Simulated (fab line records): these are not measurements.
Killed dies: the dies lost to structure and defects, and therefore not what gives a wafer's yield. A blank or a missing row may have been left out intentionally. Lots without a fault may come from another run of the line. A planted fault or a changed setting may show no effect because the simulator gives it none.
Which tool is to blame?	flow sfqLine	Sampling: 14 lots, 42 wafers, 5 of 325 route steps

== WHAT EACH GAUGE READ, for each wafer ==
SFQ_M5_OVL_MEAS_932.
lot	measured	on	M5_OVL (nm)
L353	day 59 15:52	overlay-01	12 4 -7
L354	day 59 17:04	overlay-02	5 6 6
L360	day 64 16:29	overlay-02	-4 1 -7
L361	day 65 21:05	overlay-01	2 2 -1
L362	day 66 01:53	overlay-01	1 -2 -2
L366	day 70 06:59	overlay-01	-1 7 1
L367	day 71 03:23	overlay-02	6 2 11
L369	day 71 14:11	overlay-02	-10 0 -1
L370	day 71 21:56	overlay-01	10 -4 -1
L371	day 72 19:14	overlay-02	-4 -7 -1
L372	day 73 08:27	overlay-01	2 9 2
L374	day 74 19:27	overlay-01	11 5 10
L375	day 75 06:14	overlay-02	-6 -6 2
L376	day 75 11:02	overlay-02	-5 3 -2

SFQ_M7_RS_MEAS_943: uses a four-point probe to measure.
lot	measured	on	M7_NB_RS (ohm/sq)
L353	day 71 09:48	filmMetro-02	0.892 0.884 0.902
L354	day 71 12:13	filmMetro-04	0.905 0.901 0.906
L360	day 75 21:50	filmMetro-02	0.901 0.908 0.910
L361	day 75 20:39	filmMetro-04	0.795 0.892 0.894 0.796 0.889 0.895
L362	day 75 23:03	filmMetro-02	0.794 0.900 0.901 0.795 0.900 0.901
L366	day 82 04:20	filmMetro-04	0.913 0.914 0.915
L367	day 82 05:32	filmMetro-04	0.892 0.890 0.885
L369	day 82 16:44	filmMetro-04	0.888 0.891 0.894
L370	day 84 01:41	filmMetro-01	0.911 0.923 0.922
L371	day 84 21:09	filmMetro-04	0.900 0.892 0.901
L372	day 84 23:41	filmMetro-01	0.899 0.897 0.895
L374	day 86 03:52	filmMetro-04	0.898 0.887 0.888
L375	day 86 09:23	filmMetro-02	0.896 0.896 0.891
L376	day 88 04:23	filmMetro-02	0.892 0.891 0.889

== WHICH TOOL RAN EACH LOT (tool, then ch and the chambers of the sampled wafers, then the start) ==
lot	SFQ_TRILAYER_A5B_METRO_MEASURE_131	SFQ_TRILAYER_M6_STRIP_STRIP_163	SFQ_TRILAYER_M7_DEP_SPUTTER_175
L353	filmMetro-02, day 59 20:02	rieMetal-03 ch 0,1, day 70 23:13	pvdSputter-03, day 71 09:43
L354	filmMetro-02, day 59 21:50	rieMetal-02 ch 0,1, day 71 00:25	pvdSputter-04, day 71 12:07
L360	filmMetro-04, day 64 23:32	rieMetal-01 ch 0, day 73 13:17	pvdSputter-04, day 75 21:44
L361	filmMetro-02, day 66 04:35	rieMetal-02 ch 0,1, day 73 14:11	pvdSputter-03, day 75 20:32
L362	filmMetro-02, day 66 08:07	rieMetal-02 ch 0,1, day 73 17:07	pvdSputter-03, day 75 22:56
L366	filmMetro-04, day 70 11:09	rieMetal-01 ch 0,1, day 81 15:03	pvdSputter-03, day 82 04:14
L367	filmMetro-01, day 71 11:09	rieMetal-03 ch 0,1, day 81 18:39	pvdSputter-04, day 82 05:26
L369	filmMetro-02, day 71 23:09	rieMetal-02 ch 0,1, day 82 07:06	pvdSputter-03, day 82 16:38
L370	filmMetro-04, day 72 07:34	rieMetal-02 ch 0,1, day 83 16:14	pvdSputter-03, day 84 01:35
L371	filmMetro-02, day 72 23:24	rieMetal-01 ch 0,1, day 84 12:38	pvdSputter-04, day 84 21:04
L372	filmMetro-02, day 73 13:39	rieMetal-01 ch 0,1, day 84 15:10	pvdSputter-05, day 84 23:35
L374	filmMetro-04, day 74 23:58	rieMetal-03 ch 0,1, day 85 18:44	pvdSputter-03, day 86 03:45
L375	filmMetro-02, day 75 10:24	rieMetal-02 ch 0,1, day 86 00:52	pvdSputter-04, day 86 09:18
L376	filmMetro-01, day 75 15:12	rieMetal-01 ch 0,1, day 86 09:43	pvdSputter-05, day 88 04:17
- SFQ_TRILAYER_A5B_METRO_MEASURE_131
- SFQ_TRILAYER_M6_STRIP_STRIP_163: strips in O2.
- SFQ_TRILAYER_M7_DEP_SPUTTER_175: material Nb, target thk 200 nm, time 133.3 s.

== AS READ BY THE TOOLS THEMSELVES (means over the sampled wafers that have a number; for cases with no such wafer, the mark the record gives instead) ==
SFQ_TRILAYER_A5B_METRO_MEASURE_131.
lot	tool	thkNm (nm)
L353	filmMetro-02	340
L354	filmMetro-02	334
L360	filmMetro-04	338
L361	filmMetro-02	341
L362	filmMetro-02	343
L366	filmMetro-04	340
L367	filmMetro-01	347
L369	filmMetro-02	340
L370	filmMetro-04	337
L371	filmMetro-02	339
L372	filmMetro-02	343
L374	filmMetro-04	336
L375	filmMetro-02	332
L376	filmMetro-01	338

SFQ_TRILAYER_M6_STRIP_STRIP_163.
lot	tool	drypumpMotorCurrentA (A)	oesProductAu (a.u.)	platenTempC (C)
L353	rieMetal-03	6.1	1.002	40.10
L354	rieMetal-02	5.3	0.993	39.84
L360	rieMetal-01	6.1	1.007	39.86
L361	rieMetal-02	5.2	1.001	39.94
L362	rieMetal-02	5.1	0.995	39.93
L366	rieMetal-01	6.1	0.997	40.02
L367	rieMetal-03	6.1	1.013	40.05
L369	rieMetal-02	5.2	0.994	40.11
L370	rieMetal-02	5.3	0.990	39.98
L371	rieMetal-01	6.1	0.992	39.97
L372	rieMetal-01	6.1	0.994	39.99
L374	rieMetal-03	6.1	0.994	39.96
L375	rieMetal-02	5.2	0.989	40.03
L376	rieMetal-01	6.1	0.996	39.93

SFQ_TRILAYER_M7_DEP_SPUTTER_175.
lot	tool	throttleValvePct (%)
L353	pvdSputter-03	30.9
L354	pvdSputter-04	29.0
L360	pvdSputter-04	31.2
L361	pvdSputter-03	31.0
L362	pvdSputter-03	30.8
L366	pvdSputter-03	30.4
L367	pvdSputter-04	30.0
L369	pvdSputter-03	30.8
L370	pvdSputter-03	29.8
L371	pvdSputter-04	29.1
L372	pvdSputter-05	30.4
L374	pvdSputter-03	30.4
L375	pvdSputter-04	29.6
L376	pvdSputter-05	29.9

== THE ANSWER, worked out from the rows above alone ==
Rule: the usual values come from the lots themselves. The widest of any qualifying gaps counts: lots, ordered by their means at a reading, are off when they make up no more than a third of the lots, leave a main group of 4 or more, and stand apart from it by 3 or more times the standard deviation of that group's means. A main group whose means are all the same, to the digits that the tables above print for the reading, isn't used. A lot without any number at a reading at which 4 lots or more have one is off too. Where the step has rows for the other lots, those lots are counted as sound. After the gauges, taken in route order, come the tools' own readings; for these a lot's mean is taken, as printed above. The first step at which some lot is off is used, and at that step the reading that is off furthest; a lot without a number counts as furthest.
Nothing can be told from this: no lot is off at any reading shown.

== WHAT THE SIMULATOR PUT IN ==
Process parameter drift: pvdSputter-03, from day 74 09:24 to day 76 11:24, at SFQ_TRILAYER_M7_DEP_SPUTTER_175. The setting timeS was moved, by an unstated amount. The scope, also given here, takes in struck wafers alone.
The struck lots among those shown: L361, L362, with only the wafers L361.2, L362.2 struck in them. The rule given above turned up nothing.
